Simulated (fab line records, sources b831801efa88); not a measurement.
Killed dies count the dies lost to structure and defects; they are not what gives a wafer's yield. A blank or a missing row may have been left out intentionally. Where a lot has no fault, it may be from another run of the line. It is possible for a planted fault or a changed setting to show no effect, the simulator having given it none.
A lot that was struck, set against a sound lot -- flow gf180mcu -- 14 steps out of a route of 602
Sound: these wafers, L484.1, L484.2, L484.5. The struck wafers were L488.4, L488.5, L488.6. The cause comes at the end.
Order at every step that has rows: each side's tool, ch and its chambers, its first start. Under that, the readings that differ: sound wafers -- struck wafers -- difference of the means -- sigmas: that difference in standard deviations of wafers without a fault.
alike: a reading whose means differ by less than 2 such deviations, as well as words and numbers matching on both sides. not compared: withheld readings; readings where some wafer has no value; bounds like >300 that might hide an equal value; numbers whose values overlap and for which the record gives no deviation.
A row with sigmas, a row that says differs or no value, or rows on one side alone: a step with any of these is where the two part. Numbers that don't overlap but have no deviation are shown without sigmas and don't part them. A reading that every wafer of one side lacks parts them only if that side has two wafers or more.

first, 1 step without rows for these wafers: GF_V1_CVD_00 (deposits SiO2, target thk 600 nm, time 100 s).
GF_V1_THK_MEAS_01:
  struck on film_metro-04, day 19 12:37; sound on film_metro-03, day 18 02:23
reading,sound,struck,difference,sigmas
V1_CVD_00_THK (nm),600 607 603,593 584 593,-13,-2
GF_V1_CVD_02: deposits SiO2 from TEOS, target thk 850 nm, time 94.851 s.
  sound on pecvd-01 ch 1,2, day 18 02:26; struck on pecvd-01 ch 0,1,2, day 19 12:41
  alike: heater_power_w, susceptor_temp_C
GF_V1_THK_MEAS_03:
  struck on film_metro-03, day 19 12:45; sound on film_metro-01, day 18 02:30
  alike: V1_CVD_02_THK
GF_V1_CMP_04: polishes SiO2.
  sound on cmp-02 ch 0,3, day 18 02:37; struck on cmp-02 ch 1,2,3, day 19 12:53
  alike: motor_current_A, time_to_endpoint_s
GF_V1_BOW_MEAS_05:
  struck on film_metro-04, day 19 13:08; sound on film_metro-03, day 18 02:52
  alike: V1_BOW
then, 6 steps without rows for these wafers: GF_V1_DEHYDRATE_06 (time 60 s); GF_V1_HMDS_07 (prime time 60 s); GF_V1_COAT_08; GF_V1_COAT_09 (resist thk 1000 nm); GF_V1_SOFTBAKE_10 (time 60 s); GF_V1_EXPOSE_11 (exposes mask Via1, target cd 260 nm).
GF_V1_PEB_12: peb time 90 s.
  struck on litho_track-02, day 20 13:19; sound on litho_track-01 ch 0, day 19 02:22
  no value came back on the struck wafers for chill_plate_temp_C (C), exhaust_pa (Pa); on the sound wafers chill_plate_temp_C (C) reads 23.05 23.18 23.01
then, 1 step without rows for these wafers: GF_V1_DEVELOP_13 (develop time 60 s).

## WHERE THEY PART
Earliest at GF_V1_THK_MEAS_01; latest, in this record, at GF_V1_PEB_12.

WHY: the cause the simulator had injected
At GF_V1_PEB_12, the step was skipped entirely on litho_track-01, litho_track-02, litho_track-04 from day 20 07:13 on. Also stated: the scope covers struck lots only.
